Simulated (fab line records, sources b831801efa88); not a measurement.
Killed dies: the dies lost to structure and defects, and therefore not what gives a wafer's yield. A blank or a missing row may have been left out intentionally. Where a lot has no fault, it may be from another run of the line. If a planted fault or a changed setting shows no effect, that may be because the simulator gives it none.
2 desks looking at one fault    flow gf180mcu    numbers are kept per desk, each desk with only its own; the story behind them comes last

== THE TOOL OWNER'S DESK: implanter-03 ==
The tool's own readings at GF_VT_IMPLANT_IMPLANT_41, given as means over the sampled wafers that have a number, one for each lot that went through this tool. The brackets show how far a lot's mean lies from the usual mean; more than 4 standard deviations puts the lot out of limits, marked OUT.
Columns: A = beamEnergyKeV at GF_VT_IMPLANT_IMPLANT_41, usual 69.993; B = doseIonsCm2 at GF_VT_IMPLANT_IMPLANT_41, usual 1.0132e+12; C = faradayCurrentUA at GF_VT_IMPLANT_IMPLANT_41, usual 5.72
lot   first seen here  A                         B           C
L395  day 10 02:19     70.004                    1.0137e+12  5.82
L396  day 10 07:46     69.975                    1.0120e+12  5.78
L398  day 10 19:50     89.080 (+99 or more) OUT  1.0148e+12  5.63
L401  day 11 15:15     89.099 (+99 or more) OUT  1.0126e+12  5.68
Finding of this desk: L398, L401 out of limits; the first was L398 at day 10 19:50, on beamEnergyKeV at GF_VT_IMPLANT_IMPLANT_41. Within limits: L395, L396.

== METROLOGY DESK ==
Lot by lot, what the gauges showed, no matter which tool ran the lot: averages of those sampled wafers that carry a number. The brackets show how far a lot's mean lies from the usual mean; more than 4 standard deviations puts the lot out of limits, marked OUT.
Columns: A = STI_CVD_03_THK at GF_STI_THK_MEAS_04, usual 207.7 nm; B = MVPSD_OVL at GF_MVPSD_OVL_MEAS_07, usual -0.1 nm; C = VT_IMPLANT_OVL at GF_VT_IMPLANT_OVL_MEAS_07, usual 1.1 nm; D = VT_IMPLANT_4_TW at GF_VT_IMPLANT_TW_MEAS_43, usual 685
lot   first seen here  A      B     C     D
L386  day 1 13:34      208.9  -0.5  1.2   691
L387  day 1 19:04      204.9  -0.6  1.5   687
L389  day 2 05:55      210.6  0.6   0.8   688
L392  day 2 19:35      208.9  -1.2  0.2   676
L394  day 3 05:45      207.4  0.6   -0.1  675
L395  day 3 10:38      211.4  -1.0  1.3   692
L396  day 3 15:35      208.9  0.1   0.9   681
L398  day 4 01:34      209.7  1.6   1.2   737 (+8.1) OUT
L401  day 4 16:34      206.8  -1.0  2.5   741 (+8.7) OUT
L405  day 5 13:39      205.3  1.9   0.7   677
L406  day 5 17:34      203.7  -0.2  0.3   677
L407  day 6 00:38      205.6  0.7   3.0   676
L408  day 6 05:37      207.7  0.3   2.7   687
L409  day 6 10:02      206.5  -2.3  1.3   690
Finding of this desk: L398, L401 out of limits, first seen on L398 at day 10 20:04 (VT_IMPLANT_4_TW at GF_VT_IMPLANT_TW_MEAS_43). Within limits: L386, L387, L389, L392, L394, L395, L396, L405, L406, L407, L408, L409.

== BROUGHT TOGETHER ==
At day 10 19:50, on L398, L401, the tool owner's desk was in a position to raise an alarm.
On L398, L401, the metrology desk was in a position to raise an alarm at day 10 20:04.
All the named lots went through GF_VT_IMPLANT_IMPLANT_41 on implanter-03.

== WHAT THE SIMULATOR HAD INSERTED ==
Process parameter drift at GF_VT_IMPLANT_IMPLANT_41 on implanter-03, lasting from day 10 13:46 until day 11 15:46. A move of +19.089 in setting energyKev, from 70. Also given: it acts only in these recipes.
Struck lots among those shown: L398, L401.
Time in hours from fault onset to the first out-of-limits reading at each desk: tool owner's desk 6, metrology desk 6.
